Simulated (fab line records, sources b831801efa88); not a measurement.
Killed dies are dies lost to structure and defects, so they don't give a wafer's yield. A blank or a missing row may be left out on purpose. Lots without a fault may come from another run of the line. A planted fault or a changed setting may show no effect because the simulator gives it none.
fab line records | flow sky130
record lots=6 wafers=18 last_day=49
route steps=708 shown VIA2@520 METAL3@532 CAPM@537 PAD_OPEN@708
lots that met no fault: from a run of the same line without faults
start_h: hours from the record's first day to the start of the lot's first wafer shown | wait_h: hours since the lot's step before | " the same as in the row above | L1.1+2: a row that stands for several wafers | - no value, or no start given | * or withheld: withheld | < > ~ a bound
route shown NAME@n: a module of which the file shows steps, and the number in the route of the first | usual: mean/standard deviation of fault-free wafers | same: alike in all rows | chamber/n: place in a boat | sites: the reading at each site | _std_site: their standard deviation | _edge_site: outer sites' mean less inner sites' | radius_mm: how far each site lies from the wafer's centre | mask NAME#n: copy n | behind: the tool/chamber that last shaped the wafer | hold: why the lot was held/for how many hours/how that ended | device: the transistor (n, p or np) that didn't switch | end of line: the same wafers' tests at the end of the route | a step without rows: its recipe alone | killed: dies lost to structure and defects at the first sort, not the wafer's yield | map: a wafer's dies, x killed, . not, _ none there
set.NAME: the setting as run; set.NAME@STEP: as run at that earlier step | model.NAME: the simulator's own value behind a step, which no gauge read
lots at some steps of the route; a table a step, a row a wafer
services: from which hour (start_h, from the record's first day; less than 0 if before it) a tool's chamber was out of use, for how many hours, and why
## steps
# step SKY_VIA2_OVL_MEAS_13
# usual VIA2_OVL=2/6.7
# columns lot.wafer tool chamber start_h wait_h VIA2_OVL[nm]
L839.1 overlay-02 - 874.53 0.1 0
L839.4 " - " " -6
L839.6 " - " " -2
L840.2 overlay-02 - 877.71 0.1 1
L840.3 " - " " 1
L840.6 " - " " 8
L846.1 overlay-01 - 924.29 0.1 13
L846.2 " - " " -3
L846.5 " - " " 5
L853.3 overlay-01 - 978.51 0.1 9
L853.4 " - " " -4
L853.6 " - " " 12
L856.3 overlay-01 - 990.45 0.1 1
L856.4 " - " " 11
L856.5 " - " " -3
L857.2 overlay-02 - 992.71 0.1 1
L857.3 " - " " -8
L857.4 " - " " 11
# step SKY_VIA2_ETCH_14
# recipe chemistry=N2/H2 target=BARC ion_energy_ev=200 source_w=500 bias_w=100 pressure_mtorr=30 n2_flow_sccm=100 h2_flow_sccm=200 stop_on=SiO2 time_s=45.9 target_depth_a=600
# usual chamber_pressure_mTorr=29.996/0.025 drypump_motor_current_A=5.8/0.43 oes_product_au=0.855/0.0042 throttle_valve_pct=13.224/0.0079
# same time_s=45.9
# columns lot.wafer tool chamber start_h wait_h chamber_pressure_mTorr drypump_motor_current_A oes_product_au rf_hours_counter_h throttle_valve_pct
L839.1 rie_diel-03 1 874.57 0.0 30.022 5.9 0.861 17 13.241
L839.4 " 3 " " 29.979 5.9 0.846 - 13.234
L839.6 " 2 " " 30.020 5.7 0.857 - 13.221
L840.2 rie_diel-03 3 877.74 0.0 29.976 5.9 0.862 10 13.213
L840.3 " 2 " " 29.995 5.7 0.853 13 13.236
L840.6 " 3 " " 29.992 5.9 0.857 - 13.229
L846.1 rie_diel-02 1 924.32 0.0 29.993 6.0 0.859 14 13.220
L846.2 " 0 " " 29.950 6.7 0.852 17 13.237
L846.5 " 3 " " 29.974 5.0 0.850 - 13.225
L853.3 rie_diel-02 1 978.54 0.0 30.000 6.0 0.851 15 13.228
L853.4 " 3 " " 29.985 5.1 0.853 14 13.221
L853.6 " 1 " " 30.017 6.0 0.859 - 13.228
L856.3 rie_diel-02 3 990.47 0.0 29.998 5.0 0.853 15 13.231
L856.4 " 0 " " 29.990 6.7 0.857 19 13.229
L856.5 " 0 " " 30.008 6.7 0.862 - 13.236
L857.2 rie_diel-02 2 992.74 0.0 30.031 5.1 0.854 18 13.214
L857.3 " 1 " " 29.978 6.0 0.857 16 13.226
L857.4 " 0 " " 29.981 6.7 0.855 19 13.231
# step SKY_VIA2_ETCH_15
# recipe target=SiO2 chemistry=C4F8/O2/Ar target_depth_nm=546 stop_on=TiN mask_material=KrF-thick source_w=1500 bias_w=1200 pressure_mtorr=40 c4f8_flow_sccm=withheld O2_flow_sccm=6 Ar_flow_sccm=300 time_s=84
# usual chamber_pressure_mTorr=39.999/0.03 oes_product_au=0.940/0.0047
# same time_s=84
# columns lot.wafer tool chamber start_h wait_h chamber_pressure_mTorr oes_product_au rf_hours_counter_h
L839.1 rie_diel-03 1 874.61 0.0 40.018 0.938 17
L839.4 " 3 " " 39.976 0.936 -
L839.6 " 2 " " 40.011 0.943 -
L840.2 rie_diel-03 3 877.78 0.0 39.985 0.939 10
L840.3 " 2 " " 40.010 0.942 13
L840.6 " 3 " " 39.928 0.932 -
L846.1 rie_diel-02 1 924.37 0.0 39.987 0.941 14
L846.2 " 0 " " 39.947 0.940 17
L846.5 " 3 " " 39.943 0.946 -
L853.3 rie_diel-02 1 978.58 0.0 40.028 0.941 15
L853.4 " 3 " " 40.037 0.938 14
L853.6 " 1 " " 40.043 0.941 -
L856.3 rie_diel-02 3 990.52 0.0 40.036 0.937 15
L856.4 " 0 " " 40.009 0.933 19
L856.5 " 0 " " 39.988 0.933 -
L857.2 rie_diel-02 2 992.78 0.0 39.982 0.938 18
L857.3 " 1 " " 39.991 0.934 16
L857.4 " 0 " " 40.041 0.947 19
# step SKY_VIA2_STRIP_16
# recipe chemistry=O2/N2 power_w=1400 pressure_mtorr=1500 platen_temp_c=withheld o2_flow_sccm=3000 n2_flow_sccm=300 overash_fraction=0.5
# step SKY_VIA2_STRIP_17
# recipe chemistry=post_etch_residue_remover time_s=1200 temp_c=72.5
# step SKY_VIA2_CLEAN_18
# recipe chemistry=IPA time_s=180 temp_c=25
# step SKY_VIA2_CLEAN_19
# recipe chemistry=O3/DIW dry=n2_spin
# step SKY_VIA2_SPUTTER_20
# recipe material=TiN target_thk_nm=20 chamber_pressure_pa=5 power_w=4000 time_s=80
# step SKY_VIA2_CVD_21
# recipe material=W target_thk_nm=420 time_s=126.4 temp_c=400 pressure_torr=40
# step SKY_VIA2_RS_MEAS_22
# recipe thk_meas_gauge=four-point-probe reads=W_of_VIA2_CVD_21+TiN_of_VIA2_SPUTTER_20
# usual VIA2_W_RS=0.272/0.0048
# columns lot.wafer tool chamber start_h wait_h VIA2_W_RS[ohm/sq]
L839.1 film_metro-04 - 875.46 0.1 0.280
L839.4 " - " " 0.279
L839.6 " - " " 0.278
L840.2 film_metro-04 - 878.64 0.1 0.281
L840.3 " - " " 0.281
L840.6 " - " " 0.269
L846.1 film_metro-02 - 925.21 0.1 0.276
L846.2 " - " " 0.267
L846.5 " - " " 0.269
L853.3 film_metro-02 - 979.50 0.1 0.273
L853.4 " - " " 0.274
L853.6 " - " " 0.274
L856.3 film_metro-04 - 991.44 0.1 0.265
L856.4 " - " " 0.274
L856.5 " - " " 0.273
L857.2 film_metro-03 - 993.64 0.1 0.273
L857.3 " - " " 0.273
L857.4 " - " " 0.264
# step SKY_VIA2_THK_MEAS_23
# recipe thk_meas_gauge=xrf reads=W_of_VIA2_CVD_21
# usual VIA2_W_THK=425/12
# columns lot.wafer tool chamber start_h wait_h VIA2_W_THK[nm]
L839.1 film_metro-04 - 875.58 0.1 410
L839.4 " - " " 413
L839.6 " - " " 413
L840.2 film_metro-04 - 878.75 0.1 408
L840.3 " - " " 407
L840.6 " - " " 425
L846.1 film_metro-02 - 925.33 0.1 430
L846.2 " - " " 449
L846.5 " - " " 440
L853.3 film_metro-02 - 979.60 0.1 438
L853.4 " - " " 435
L853.6 " - " " 439
L856.3 film_metro-04 - 991.54 0.1 441
L856.4 " - " " 425
L856.5 " - " " 427
L857.2 film_metro-03 - 993.75 0.1 415
L857.3 " - " " 415
L857.4 " - " " 427
# step SKY_VIA2_CMP_24
# recipe stop_on=SiO2 t_overpolish_s=20 down_force_psi=3.5 platen_rpm=60 target_thk_nm=0 pad_velocity_m_s=0.94248
# step SKY_METAL3_SPUTTER_00
# recipe material=Ti target_thk_nm=15 power_w=3000 time_s=10 chamber_pressure_pa=0.4
# usual throttle_valve_pct=30.2/1.2
# same time_s=10
# columns lot.wafer tool chamber start_h wait_h throttle_valve_pct
L839.1 pvd_sputter-04 - 875.94 0.2 31.8
L839.4 " - " " 28.5
L839.6 " - " " 28.1
L840.2 pvd_sputter-01 - 879.10 0.2 30.4
L840.3 " - " " 30.6
L840.6 " - " " 30.2
L846.1 pvd_sputter-01 - 925.69 0.2 30.1
L846.2 " - " " 30.3
L846.5 " - " " 29.8
L853.3 pvd_sputter-01 - 979.94 0.2 30.2
L853.4 " - " " 30.0
L853.6 " - " " 30.1
L856.3 pvd_sputter-01 - 991.88 0.1 30.1
L856.4 " - " " 30.1
L856.5 " - " " 30.4
L857.2 pvd_sputter-03 - 994.10 0.1 30.5
L857.3 " - " " 32.2
L857.4 " - " " 29.5
# step SKY_METAL3_SPUTTER_01
# recipe material=TiN target_thk_nm=20 power_w=6500 time_s=16.7 chamber_pressure_pa=0.4
# usual throttle_valve_pct=30.2/1.3
# same time_s=16.7
# columns lot.wafer tool chamber start_h wait_h throttle_valve_pct
L839.1 pvd_sputter-04 - 875.96 0.0 31.8
L839.4 " - " " 28.1
L839.6 " - " " 28.3
L840.2 pvd_sputter-01 - 879.13 0.0 30.2
L840.3 " - " " 30.7
L840.6 " - " " 30.4
L846.1 pvd_sputter-01 - 925.71 0.0 30.0
L846.2 " - " " 30.1
L846.5 " - " " 29.7
L853.3 pvd_sputter-01 - 979.96 0.0 30.1
L853.4 " - " " 29.8
L853.6 " - " " 30.0
L856.3 pvd_sputter-01 - 991.90 0.0 30.4
L856.4 " - " " 30.2
L856.5 " - " " 30.1
L857.2 pvd_sputter-03 - 994.13 0.0 30.4
L857.3 " - " " 32.2
L857.4 " - " " 29.5
# step SKY_METAL3_SPUTTER_02
# recipe material=AlCu target_thk_nm=735 power_w=10600 time_s=39.1 chamber_pressure_pa=0.4
# step SKY_METAL3_SPUTTER_03
# recipe material=Ti target_thk_nm=5 power_w=3000 time_s=3.3 chamber_pressure_pa=0.4
# step SKY_METAL3_SPUTTER_04
# recipe material=TiN target_thk_nm=70 power_w=6500 time_s=58.3 chamber_pressure_pa=0.4
# step SKY_CAPM_CVD_00
# recipe material=SiO2 target_thk_nm=15.5 temp_c=400 time_s=withheld rf_w=450
# usual heater_power_w=752/76
# columns lot.wafer tool chamber start_h wait_h heater_power_w
L839.1 pecvd-03 2 876.09 0.0 856
L839.4 " 0 " " 767
L839.6 " 1 " " 817
L840.2 pecvd-02 2 879.26 0.0 823
L840.3 " 0 " " 844
L840.6 " 0 " " 860
L846.1 pecvd-03 1 925.85 0.0 799
L846.2 " 2 " " 808
L846.5 " 0 " " 819
L853.3 pecvd-03 0 980.09 0.0 810
L853.4 " 2 " " 845
L853.6 " 1 " " 741
L856.3 pecvd-04 0 992.03 0.0 634
L856.4 " 2 " " 667
L856.5 " 0 " " 619
L857.2 pecvd-02 1 994.26 0.0 666
L857.3 " 2 " " 722
L857.4 " 2 " " 732
# step SKY_CAPM_THK_MEAS_01
# recipe reads=SiO2_of_CAPM_CVD_00
# usual CAPM_CVD_00_THK=15.55/0.23
# columns lot.wafer tool chamber start_h wait_h CAPM_CVD_00_THK[nm]
L839.1 film_metro-02 - 876.12 - 15.18
L839.4 " - " " 15.73
L839.6 " - " " 15.62
L840.2 film_metro-02 - 879.29 - 15.02
L840.3 " - " " 15.47
L840.6 " - " " 15.60
L846.1 film_metro-01 - 925.87 - 15.32
L846.2 " - " " 15.22
L846.5 " - " " 15.53
L853.3 film_metro-03 - 980.13 - 15.50
L853.4 " - " " 15.49
L853.6 " - " " 15.76
L856.3 film_metro-02 - 992.07 - 15.60
L856.4 " - " " 15.65
L856.5 " - " " 16.01
L857.2 film_metro-03 - 994.29 - 15.19
L857.3 " - " " 15.22
L857.4 " - " " 15.29
# step SKY_CAPM_SPUTTER_02
# recipe material=TiN target_thk_nm=200 temp_c=300 power_w=6500 time_s=166.7 chamber_pressure_pa=0.4
# step SKY_CAPM_RS_MEAS_03
# recipe thk_meas_gauge=four-point-probe reads=TiN_of_CAPM_SPUTTER_02
# usual CAPM_TIN_RS=6.94/0.069
# columns lot.wafer tool chamber start_h wait_h CAPM_TIN_RS[ohm/sq]
L839.1 film_metro-03 - 876.29 0.1 7.02
L839.4 " - " " 6.87
L839.6 " - " " 6.95
L840.2 film_metro-01 - 879.47 0.1 6.88
L840.3 " - " " 6.89
L840.6 " - " " 6.91
L846.1 film_metro-03 - 926.04 0.1 6.95
L846.2 " - " " 7.07
L846.5 " - " " 6.90
L853.3 film_metro-03 - 980.32 0.1 6.98
L853.4 " - " " 7.02
L853.6 " - " " 7.01
L856.3 film_metro-01 - 992.26 0.1 6.94
L856.4 " - " " 6.89
L856.5 " - " " 6.88
L857.2 film_metro-01 - 994.47 0.1 6.92
L857.3 " - " " 6.88
L857.4 " - " " 6.92
# step SKY_CAPM_THK_MEAS_04
# recipe thk_meas_gauge=xrf reads=TiN_of_CAPM_SPUTTER_02
# usual CAPM_TIN_THK=197.6/2.4
# columns lot.wafer tool chamber start_h wait_h CAPM_TIN_THK[nm]
L839.1 film_metro-03 - 876.41 0.1 196.6
L839.4 " - " " 200.3
L839.6 " - " " 197.6
L840.2 film_metro-01 - 879.58 0.1 200.4
L840.3 " - " " 200.5
L840.6 " - " " 201.0
L846.1 film_metro-03 - 926.16 0.1 197.2
L846.2 " - " " 194.3
L846.5 " - " " 198.3
L853.3 film_metro-03 - 980.42 0.1 196.0
L853.4 " - " " 196.4
L853.6 " - " " 196.3
L856.3 film_metro-01 - 992.36 0.1 199.6
L856.4 " - " " 201.1
L856.5 " - " " 200.5
L857.2 film_metro-01 - 994.58 0.1 200.2
L857.3 " - " " 200.7
L857.4 " - " " 199.4
# step SKY_CAPM_DEHYDRATE_05
# recipe temp_c=200 time_s=60
# step SKY_CAPM_HMDS_06
# recipe prime_time_s=60 prime_temp_c=120
# step SKY_CAPM_COAT_07
# recipe resist=NOVOLAK spin_rpm=3000 resist_thk_nm=1140
# step SKY_CAPM_SOFTBAKE_08
# recipe temp_c=90 time_s=60 resist=NOVOLAK
# step SKY_CAPM_EXPOSE_09
# recipe mask_id=CAPM na=0.6 source_shape=conventional sigma_outer=0.6 polarization=unpolarized target_cd_nm=1000 dose_mj=159
# step SKY_CAPM_PEB_10
# recipe temp_c=withheld time_s=* resist=NOVOLAK
# step SKY_CAPM_DEVELOP_11
# recipe resist=NOVOLAK developer=TMAH develop_time_s=60 dev_temp_c=23
# step SKY_CAPM_OVL_MEAS_12
# usual CAPM_OVL=1.8/1.4
# columns lot.wafer tool chamber start_h wait_h CAPM_OVL[nm]
L839.1 overlay-02 - 900.63 0.1 4.2
L839.4 " - " " 4.2
L839.6 " - " " 2.4
L840.2 overlay-02 - 904.17 0.1 1.1
L840.3 " - " " 1.0
L840.6 " - " " 1.4
L846.1 overlay-02 - 950.68 0.1 0.5
L846.2 " - " " 2.3
L846.5 " - " " 2.0
L853.3 overlay-02 - 1003.73 0.1 3.6
L853.4 " - " " 5.5
L853.6 " - " " 3.7
L856.3 overlay-01 - 1015.43 0.1 3.0
L856.4 " - " " 3.9
L856.5 " - " " 2.2
L857.2 overlay-01 - 1017.62 0.1 0.7
L857.3 " - " " -0.1
L857.4 " - " " 2.1
# step SKY_CAPM_METAL_ETCH_13
# recipe target_depth_nm=220 stop_on=SiO2 chemistry=Cl2/BCl3 target=TiN pressure_mtorr=10 icp_w=900 bias_w=48.5 Cl2_flow_sccm=60 bcl3_flow_sccm=30 time_s=62.9
# usual chamber_pressure_mTorr=10.000/0.0091 drypump_motor_current_A=5.8/0.5 oes_product_au=0.939/0.0066 throttle_valve_pct=21.904/0.011
# same time_s=62.9
# columns lot.wafer tool chamber start_h wait_h chamber_pressure_mTorr drypump_motor_current_A oes_product_au rf_hours_counter_h throttle_valve_pct
L839.1 rie_metal-01 0 900.67 0.0 9.993 6.2 0.941 9 21.908
L839.4 " 1 " " 10.003 5.4 0.944 - 21.915
L839.6 " 1 " " 10.011 5.4 0.934 - 21.917
L840.2 rie_metal-02 1 904.20 0.0 10.007 5.6 0.948 13 21.898
L840.3 " 1 " " 10.007 5.6 0.940 - 21.899
L840.6 " 0 " " 10.005 6.5 0.950 - 21.909
L846.1 rie_metal-03 0 950.72 0.0 9.999 5.2 0.940 13 21.902
L846.2 " 0 " " 9.993 5.1 0.922 - 21.927
L846.5 " 0 " " 9.997 5.2 0.939 - 21.901
L853.3 rie_metal-03 0 1003.78 0.0 9.992 5.2 0.943 - 21.900
L853.4 " 1 " " 9.991 6.2 0.933 - 21.899
L853.6 " 1 " " 10.019 6.2 0.932 - 21.911
L856.3 rie_metal-03 0 1015.48 0.0 9.987 5.2 0.943 - 21.899
L856.4 " 1 " " 9.997 6.2 0.944 - 21.913
L856.5 " 0 " " 9.991 5.2 0.947 - 21.890
L857.2 rie_metal-01 1 1017.65 0.0 10.007 5.4 0.948 17 21.900
L857.3 " 0 " " 9.992 6.3 0.946 - 21.915
L857.4 " 1 " " 9.982 5.3 0.936 - 21.909
# step SKY_CAPM_STRIP_14
# recipe chemistry=O2/N2 power_w=1400 pressure_mtorr=1500 platen_temp_c=withheld o2_flow_sccm=3000 n2_flow_sccm=300 overash_fraction=0.5
# step SKY_CAPM_STRIP_15
# recipe chemistry=post_etch_residue_remover time_s=1200 temp_c=72.5
# step SKY_CAPM_CLEAN_16
# recipe chemistry=IPA time_s=180 temp_c=25
# step SKY_CAPM_CLEAN_17
# recipe chemistry=O3/DIW dry=n2_spin
# step SKY_METAL3_DEHYDRATE_05
# recipe temp_c=200 time_s=60
# step SKY_METAL3_HMDS_06
# recipe prime_time_s=60 prime_temp_c=120
# step SKY_METAL3_COAT_07
# recipe resist=BARC temp_c=withheld time_s=withheld spin_rpm=3000 resist_thk_nm=60
# step SKY_METAL3_COAT_08
# recipe resist=KrF-thick spin_rpm=3000 resist_thk_nm=1140
# step SKY_METAL3_SOFTBAKE_09
# recipe temp_c=100 time_s=90 resist=KrF-thick
# step SKY_METAL3_EXPOSE_10
# recipe mask_id=MM3 na=0.68 source_shape=annular sigma_inner=0.4 sigma_outer=0.8 target_cd_nm=300 dose_mj=28
# step SKY_METAL3_PEB_11
# recipe peb_temp_c=withheld peb_time_s=withheld resist=KrF-thick
# step SKY_PAD_OPEN_PROBE_99
# usual defect_limited_yield=82.7/1.8 killed_at_M0_to_M3=42/7.5 killed_at_M4_up=3.2/1.7 killed_at_contacts=24/5.1 killed_at_front_end=15/4.1 killed_at_other=0.3/0.58 killed_dies=85/8.9 killed_open=46/6.4 killed_short=39/6 sort_bin_3_pad_short=0.9/0.4 sort_bin_5_function=10.1/1.6 sort_bin_6_memory=6.3/1 sort_n_pass=407/9 sort_yield_pct=82.7/1.8
# same gross_dies=492 killed_at_back_side=0 sort_bin_4_leakage[%]=0 sort_bin_8_speed[%]=0
# columns lot.wafer tool chamber start_h wait_h defect_limited_yield[%] killed_at_M0_to_M3 killed_at_M4_up killed_at_contacts killed_at_front_end killed_at_other killed_dies killed_open killed_short sort_bin_3_pad_short[%] sort_bin_5_function[%] sort_bin_6_memory[%] sort_n_pass sort_yield_pct[%] model.etest.tester.sort_n_pass model.etest.tester.sort_yield_pct model.etest.tester.sort_bin_5_pct model.etest.tester.sort_bin_3_pct
L839.1 prober-01 - 1094.35 0.1 83.7 38 5 22 15 0 80 47 33 0.4 11.4 4.5 412 83.7 412 83.74 11.38 0.4065
L839.4 prober-01 - 1094.50 0.2 81.9 49 1 23 16 0 89 45 43 1.8 10.4 5.9 403 81.9 403 81.91 10.37 1.829
L839.6 prober-01 - 1094.60 0.2 80.7 56 4 19 16 0 95 58 37 0.8 12.2 6.3 397 80.7 397 80.69 12.2 0.813
L840.2 prober-02 - 1098.42 0.1 81.1 40 7 32 13 1 93 54 39 0.8 10.8 7.3 399 81.1 399 81.1 10.77 0.813
L840.3 prober-02 - 1098.47 0.2 83.1 43 3 20 16 1 83 44 37 1.2 9.1 6.5 409 83.1 409 83.13 9.146 1.22
L840.6 prober-02 - 1098.62 0.2 82.7 41 4 27 12 1 85 42 42 0.6 9.3 7.3 407 82.7 407 82.72 9.35 0.6098
L846.1 prober-02 - 1136.04 0.1 81.3 38 3 32 19 0 92 52 40 0.6 11.8 6.3 400 81.3 400 81.3 11.79 0.6098
L846.2 prober-02 - 1136.09 0.1 80.3 38 3 40 16 0 97 53 43 0.6 10.8 8.3 395 80.3 395 80.28 10.77 0.6098
L846.5 prober-02 - 1136.24 0.2 81.3 41 4 24 23 0 92 51 41 0.6 10.8 7.3 400 81.3 400 81.3 10.77 0.6098
L853.3 prober-02 - 1177.09 0.2 76.4 82 2 14 17 1 116 37 32 2.4 14.6 6.5 376 76.4 376 76.42 14.63 2.439
L853.4 prober-02 - 1177.14 0.2 76.8 74 2 25 13 0 114 41 38 2.0 14.2 6.9 378 76.8 378 76.83 14.23 2.033
L853.6 prober-02 - 1177.24 0.2 77.2 68 1 25 18 0 112 38 37 1.4 15.4 5.9 380 77.2 380 77.24 15.45 1.423
L856.3 prober-02 - 1183.63 0.2 76.2 88 4 19 6 0 117 36 29 1.8 14.2 7.7 375 76.2 375 76.22 14.23 1.829
L856.4 prober-02 - 1183.68 0.2 76.4 81 4 25 6 0 116 39 40 2.8 15.2 5.5 376 76.4 376 76.42 15.24 2.846
L856.5 prober-02 - 1183.73 0.2 74.4 86 3 25 12 0 126 38 43 3.0 14.6 7.9 366 74.4 366 74.39 14.63 3.049
L857.2 prober-02 - 1186.90 0.1 82.9 37 2 25 20 0 84 44 40 0.8 11.6 4.7 408 82.9 408 82.93 11.59 0.813
L857.3 prober-02 - 1186.95 0.2 84.1 32 5 25 16 0 78 41 37 1.4 9.6 4.9 414 84.1 414 84.15 9.553 1.423
L857.4 prober-02 - 1187.00 0.2 83.7 49 2 20 9 0 80 39 41 0.8 8.1 7.3 412 83.7 412 83.74 8.13 0.813
# killed by level:class
L839.1 CONTACT:geometric_particle:open=12 METAL1:geometric_particle:short=8 VIA1:geometric_particle:open=7 FIELD_ISO:geometric_particle:open=6 VIA1:geometric_particle:short=5 VIA3:geometric_particle:open=5 LI_CONTACT:geometric_particle:open=4 POLY_GATE:geometric_particle:short=3
L839.4 VIA1:geometric_particle:open=15 VIA1:geometric_particle:short=10 METAL1:geometric_particle:short=8 CONTACT:geometric_particle:open=7 LI_CONTACT:geometric_particle:open=7 VIA2:geometric_particle:open=5 FIELD_ISO:geometric_particle:short=4 POLY_GATE:geometric_particle:short=4
L839.6 VIA1:geometric_particle:open=18 VIA3:geometric_particle:open=8 CONTACT:geometric_particle:open=7 VIA2:geometric_particle:open=7 METAL2:geometric_particle:short=6 CONTACT:geometric_particle:short=5 METAL1:geometric_particle:short=5 FIELD_ISO:geometric_particle:short=4
L840.2 LI_CONTACT:geometric_particle:open=12 CONTACT:geometric_particle:open=9 VIA1:geometric_particle:open=8 FIELD_ISO:geometric_particle:open=6 LI_CONTACT:geometric_particle:short=6 VIA3:geometric_particle:open=6 METAL2:geometric_particle:short=5 VIA2:geometric_particle:open=5
L840.3 VIA1:geometric_particle:open=11 POLY_GATE:geometric_particle:open=6 LI_CONTACT:geometric_particle:open=6 METAL1:geometric_particle:short=6 METAL2:geometric_particle:short=6 VIA2:geometric_particle:open=6 CONTACT:geometric_particle:short=5 VIA3:geometric_particle:open=4
L840.6 VIA1:geometric_particle:open=13 CONTACT:geometric_particle:open=7 LI_CONTACT:geometric_particle:open=6 METAL1:geometric_particle:short=6 LI_CONTACT:geometric_particle:short=5 VIA1:geometric_particle:short=5 FIELD_ISO:geometric_particle:open=4 CONTACT:geometric_particle:short=4
L846.1 VIA1:geometric_particle:open=13 CONTACT:geometric_particle:open=9 LI_CONTACT:geometric_particle:open=8 LI_CONTACT:geometric_particle:short=5 CONTACT:geometric_particle:short=5 METAL2:geometric_particle:short=5 VIA3:geometric_particle:open=5 LOCAL_INTERCONNECT:geometric_particle:short=4
L846.2 CONTACT:geometric_particle:open=14 VIA1:geometric_particle:open=11 LOCAL_INTERCONNECT:geometric_particle:short=9 LI_CONTACT:geometric_particle:open=6 CONTACT:geometric_particle:short=6 VIA3:geometric_particle:open=6 METAL2:geometric_particle:short=5 FIELD_ISO:geometric_particle:open=4
L846.5 CONTACT:geometric_particle:open=16 POLY_GATE:geometric_particle:short=9 VIA3:geometric_particle:open=8 VIA2:geometric_particle:open=6 METAL3:geometric_particle:short=6 POLY_GATE:geometric_particle:open=5 METAL1:geometric_particle:short=5 LI_CONTACT:geometric_particle:open=4
L853.3 METAL3:unspecified=46 VIA1:geometric_particle:open=9 VIA3:geometric_particle:open=7 POLY_GATE:geometric_particle:open=6 CONTACT:geometric_particle:short=5 FIELD_ISO:geometric_particle:short=4 LI_CONTACT:geometric_particle:open=4 VIA2:geometric_particle:open=4
L853.4 METAL3:unspecified=35 VIA3:geometric_particle:open=8 CONTACT:geometric_particle:open=8 VIA1:geometric_particle:open=7 METAL2:geometric_particle:short=7 VIA2:geometric_particle:open=7 CONTACT:geometric_particle:short=5 FIELD_ISO:geometric_particle:short=4
L853.6 METAL3:unspecified=37 POLY_GATE:geometric_particle:open=12 CONTACT:geometric_particle:short=9 METAL1:geometric_particle:short=7 CONTACT:geometric_particle:open=6 LI_CONTACT:geometric_particle:open=5 METAL2:geometric_particle:short=5 VIA2:geometric_particle:open=5
L856.3 METAL3:unspecified=52 CONTACT:geometric_particle:open=7 VIA2:geometric_particle:open=6 METAL2:geometric_particle:open=5 VIA1:geometric_particle:short=5 METAL2:geometric_particle:short=5 VIA3:geometric_particle:open=5 FIELD_ISO:geometric_particle:short=4
L856.4 METAL3:unspecified=37 VIA3:geometric_particle:open=11 CONTACT:geometric_particle:open=8 VIA1:geometric_particle:short=6 METAL1:geometric_particle:short=6 VIA1:geometric_particle:open=6 LI_CONTACT:geometric_particle:open=5 METAL4:geometric_particle:short=4
L856.5 METAL3:unspecified=45 VIA1:geometric_particle:open=12 METAL2:geometric_particle:short=8 CONTACT:geometric_particle:open=7 LI_CONTACT:geometric_particle:open=6 CONTACT:geometric_particle:short=6 VIA1:geometric_particle:short=5 VIA2:geometric_particle:open=5
L857.2 CONTACT:geometric_particle:open=10 POLY_GATE:geometric_particle:short=7 VIA1:geometric_particle:open=7 VIA2:geometric_particle:open=7 CONTACT:geometric_particle:short=6 FIELD_ISO:geometric_particle:open=5 LI_CONTACT:geometric_particle:open=5 VIA3:geometric_particle:open=5
L857.3 CONTACT:geometric_particle:open=12 VIA3:geometric_particle:short=7 FIELD_ISO:geometric_particle:short=6 LI_CONTACT:geometric_particle:open=6 VIA1:geometric_particle:open=5 METAL1:geometric_particle:short=5 VIA3:geometric_particle:open=5 POLY_GATE:geometric_particle:short=4
L857.4 VIA1:geometric_particle:open=11 METAL2:geometric_particle:short=8 VIA2:geometric_particle:open=6 VIA1:geometric_particle:short=6 LI_CONTACT:geometric_particle:open=5 CONTACT:geometric_particle:short=5 CONTACT:geometric_particle:open=5 METAL1:geometric_particle:short=5
# map L853.3 (x killed, . not)
__________......x..._________
________.............._______
______x........x........_____
_____.x...x.xx.x...x...x.____
____..x..x.x.xxx.xx.x.x...___
___.x.....x.xxxx..xx.......__
__........xxxxxxxx...x..x..._
_......x....xxxxxx.x.xx.....x
_..xx.x....xxxxxxxxx......xx.
_...x..x...xxxxxxx........x..
_..x.....x..xx.x.x...........
_........xx..x.x.............
_..........x..........x......
_....xx..xx......x...........
_..............xx...x..x....x
__.x......x......x.........._
___.x.x....xx..........xx..__
____.x..............x..x..___
_____............x...x...____
______....x...x.x....x.._____
________..........x..._______
__________.x.x......_________
# map L856.5 (x killed, . not)
__________...xx....._________
________..x..........._______
______......x..x......x._____
_____.........xx...x.xxx.____
____...x.x.x.xxxx........x___
___....x.x.xxxxxxx.....x...__
__....x.xxxxxxxxxx.........._
_x...xx...x.xxxxxx.x..x......
_....x.x..xxxxxxxxxx.....xx..
_x..x.......xxxxx..xx..x.x...
_.x.........xxxxx..x..x.xx..x
_x.x......x...xx....x........
_...................x.....xx.
_........................x...
_...x..........x...x.xxx.x...
__x.........x.x...x.....xx.._
___.........xx.....x.....x.__
____..x.x..............x..___
_____.............xx.....____
______...x...........x.._____
________....x......xx._______
__________.........._________
## services
# columns tool chamber start_h hours kind
pecvd-02 - 869.63 2.8 pm
rie_diel-03 0 872.84 - clean
rie_diel-03 0 872.84 19.2 scheduled_down
rie_diel-03 0 872.84 19.2 vent_cycle
pvd_sputter-03 - 878.37 5.4 repair
pvd_sputter-01 0 879.78 - consumable_replace:kit
pvd_sputter-01 0 879.78 18.0 scheduled_down
pvd_sputter-01 0 879.78 18.0 vent_cycle
pvd_sputter-01 - 879.90 1.4 repair
pecvd-04 1 894.48 3.4 repair
pecvd-03 - 898.49 1.5 repair
pecvd-03 - 931.90 6.0 pm
pecvd-03 1 942.53 16.5 scheduled_down
rie_metal-03 1 946.42 - clean
rie_metal-03 1 946.42 18.1 scheduled_down
rie_metal-03 1 946.42 18.1 vent_cycle
pvd_sputter-03 - 949.14 14.9 repair
pecvd-02 2 956.24 3.6 repair
rie_diel-03 3 958.26 2.3 repair
rie_diel-03 - 970.71 0.4 repair
pecvd-02 - 979.20 5.5 pm
pvd_sputter-01 - 984.22 1.3 repair
rie_diel-02 3 996.52 7.4 repair
rie_diel-02 0 1005.39 8.9 repair
## key
first_sign step=SKY_PAD_OPEN_PROBE_99 reading=killed_at_M0_to_M3 direction=up sigmas=5 usual=42 struck=80
effect step=SKY_PAD_OPEN_PROBE_99 reading=killed_dies direction=up sigmas=3.6 usual=85 struck=117
model_effect step=SKY_PAD_OPEN_PROBE_99 value=etest.tester.sort_n_pass without=412.7 struck=375.2
met_at SKY_METAL3_SPUTTER_00
struck_wafers L853.3,L853.4,L853.6,L856.3,L856.4,L856.5
onset_between 925.69 979.94
also_fits SKY_METAL3_SPUTTER_01:pvd_sputter-01,SKY_CAPM_METAL_ETCH_13:rie_metal-03
fault kind=chamber_particle_source tool=pvd_sputter-01 chamber=- onset_h=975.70 steps=SKY_METAL3_SPUTTER_00 rate_per_visit_cm2=0.52655 end_h=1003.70
